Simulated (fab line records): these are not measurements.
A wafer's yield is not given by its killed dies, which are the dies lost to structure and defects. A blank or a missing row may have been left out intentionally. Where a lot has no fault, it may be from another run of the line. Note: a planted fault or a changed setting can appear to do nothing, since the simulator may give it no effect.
Which tool is to blame? -- flow sky130 -- 11 lots with 33 wafers sampled at 5 steps, on a route of 708 steps

WHAT THE GAUGES SHOWED, per wafer
SKY_CONTACT_THK_MEAS_03.
lot,measured,on,CONTACT_HDPCVD_THK (nm)
L660,day 30 08:40,film metro-03,564 571 567
L662,day 30 22:54,film metro-04,566 566 568
L663,day 31 08:57,film metro-04,563 562 556
L668,day 33 07:22,film metro-01,564 569 564
L676,day 35 18:02,film metro-04,569 566 576
L679,day 36 20:42,film metro-01,563 563 558
L682,day 37 08:24,film metro-01,558 556 550
L683,day 37 21:26,film metro-01,560 558 566

SKY_CONTACT_BOW_MEAS_05.
lot,measured,on,CONTACT_BOW (um)
L660,day 30 09:02,film metro-03,88 89 92
L662,day 30 23:16,film metro-04,93 82 80
L663,day 31 09:19,film metro-04,78 83 68
L668,day 33 07:44,film metro-03,63 86 68
L676,day 35 18:24,film metro-04,83 76 78
L679,day 36 21:04,film metro-03,75 80 79
L682,day 37 08:46,film metro-03,90 87 76
L683,day 37 21:48,film metro-04,86 88 70

WHICH TOOL RAN EACH LOT (tool, then ch and the chambers of the sampled wafers, then the start)
lot,SKY_FIELD_ISO_ETCH_15,SKY_POLY_GATE_ETCH_17,SKY_POLY_GATE_STRIP_18
L660,"rie diel-01 ch 0,1,2, day 2 04:43","rie si-01 ch 0,1, day 16 06:15","plasma asher-04 ch 0, day 16 06:18"
L662,"rie diel-01 ch 1,2,3, day 2 15:40","rie si-01 ch 1,2,3, day 17 00:28","plasma asher-04 ch 0,1, day 17 00:31"
L663,"rie diel-01 ch 0,1,3, day 2 20:31","rie si-02 ch 0,1,3, day 17 09:34","plasma asher-02 ch 0,1, day 17 09:37"
L668,"rie diel-03 ch 0,2, day 4 01:23","rie si-02 ch 0,1,2, day 19 15:08","plasma asher-04 ch 0,1, day 19 15:12"
L673,"rie diel-01 ch 0,1,2, day 5 03:09","rie si-01 ch 0,1,3, day 21 07:42","plasma asher-02 ch 0,1, day 21 07:47"
L674,"rie diel-03 ch 0,2,3, day 5 09:19","rie si-02 ch 0,1,3, day 21 18:12","plasma asher-04 ch 0,1, day 21 18:15"
L675,"rie diel-01 ch 0,1,3, day 5 13:18","rie si-01 ch 0,2, day 22 03:00","plasma asher-03 ch 0,1, day 22 03:03"
L676,"rie diel-03 ch 0,1, day 5 17:03","rie si-02 ch 1,2, day 22 07:11","plasma asher-02 ch 0,1, day 22 07:15"
L679,"rie diel-03 ch 1,2,3, day 6 10:03","rie si-01 ch 0,2,3, day 23 14:01","plasma asher-04 ch 0,1, day 23 14:04"
L682,"rie diel-04 ch 0,2,3, day 6 23:30","rie si-02 ch 0,1, day 24 06:05","plasma asher-03 ch 1, day 24 06:09"
L683,"rie diel-04 ch 0,1, day 7 04:26","rie si-01 ch 0,1,3, day 24 17:57","plasma asher-02 ch 0,1, day 24 18:00"
- SKY_FIELD_ISO_ETCH_15: etches the open film in CHF3/O2, stops on Si, target depth 180 nm, time 72 s.
- SKY_POLY_GATE_ETCH_17: etches poly-Si in HBr/Cl2, stops on SiO2, target depth 180 nm, time 70.5 s.
- SKY_POLY_GATE_STRIP_18: strips in O2/N2.

AS READ BY THE TOOLS THEMSELVES (means over the sampled wafers that have a number; for cases with no such wafer, the mark the record gives instead)
SKY_FIELD_ISO_ETCH_15.
lot,tool,O2_flow_sccm (sccm),bias w (W),drypump motor current A (A),oes product au (a.u.),throttle valve pct (%)
L660,rie diel-01,5.003,200.6,5.8,0.947,8.853
L662,rie diel-01,5.012,199.8,6.0,0.950,8.841
L663,rie diel-01,5.010,199.6,5.6,0.954,8.847
L668,rie diel-03,5.008,199.3,6.3,0.951,8.845
L673,rie diel-01,5.002,199.9,5.8,0.958,8.841
L674,rie diel-03,5.001,200.4,5.9,0.950,8.841
L675,rie diel-01,4.994,199.9,5.6,0.947,8.844
L676,rie diel-03,4.991,199.3,5.8,0.954,8.838
L679,rie diel-03,5.000,200.2,5.9,0.959,8.844
L682,rie diel-04,5.004,199.7,6.2,0.955,8.845
L683,rie diel-04,5.020,200.2,5.9,0.953,8.840

SKY_POLY_GATE_ETCH_17.
lot,tool,HBr_flow_sccm (sccm),bias w (W),drypump motor current A (A),oes product au (a.u.),throttle valve pct (%)
L660,rie si-01,150.2,100.01,5.94,0.992,33.684
L662,rie si-01,150.2,99.95,5.89,0.985,33.678
L663,rie si-02,149.7,100.22,5.70,0.977,33.682
L668,rie si-02,150.1,100.17,5.70,0.983,33.682
L673,rie si-01,-,-,-,-,-
L674,rie si-02,-,-,-,-,-
L675,rie si-01,-,-,-,-,-
L676,rie si-02,150.0,99.95,5.52,0.985,33.687
L679,rie si-01,149.9,100.25,5.93,0.984,33.683
L682,rie si-02,150.3,100.41,5.85,0.984,33.684
L683,rie si-01,149.7,99.83,5.99,0.998,33.685

SKY_POLY_GATE_STRIP_18.
lot,tool,drypump motor current A (A),oes product au (a.u.),strip time to endpoint s (s)
L660,plasma asher-04,5.6,0.366,3.169
L662,plasma asher-04,5.7,0.367,3.198
L663,plasma asher-02,6.5,0.366,3.186
L668,plasma asher-04,5.9,0.361,3.139
L673,plasma asher-02,6.5,0.403,4.203
L674,plasma asher-04,5.7,0.405,4.180
L675,plasma asher-03,6.1,0.402,4.164
L676,plasma asher-02,6.5,0.360,3.175
L679,plasma asher-04,5.7,0.364,3.207
L682,plasma asher-03,6.4,0.363,3.192
L683,plasma asher-02,6.5,0.364,3.183

THE ANSWER, worked out from the rows above alone
Rule: the lots themselves supply what counts as usual. The widest of any qualifying gaps counts: lots, ordered by their means at a reading, are off when they make up no more than a third of the lots, leave a main group of 4 or more, and stand apart from it by 3 or more times the standard deviation of that group's means. A main group is skipped when, at the precision printed for the reading in the tables above, its means are all equal. Also off: a lot with no number at a reading for which 4 or more lots have one. Where the step has rows for the other lots, those lots are counted as sound. Order of review: gauges by route order, followed by the tools' own readings, for which a lot's mean as printed above is used. At the first step where some lot is off, the reading lying furthest off is the one used; lots without a number count as furthest.
Off: L673, L674, L675, at SKY_POLY_GATE_ETCH_17 (HBr_flow_sccm). Without a number there: L673, L674, L675. Mean 150.0 sccm and standard deviation 0.21 in the main group.
A tool fits if, at that step or a process step before it, it ran every lot that is off, and no sound lot after the first of them. No candidate that was tried fits.

WHAT THE SIMULATOR HAD INSERTED
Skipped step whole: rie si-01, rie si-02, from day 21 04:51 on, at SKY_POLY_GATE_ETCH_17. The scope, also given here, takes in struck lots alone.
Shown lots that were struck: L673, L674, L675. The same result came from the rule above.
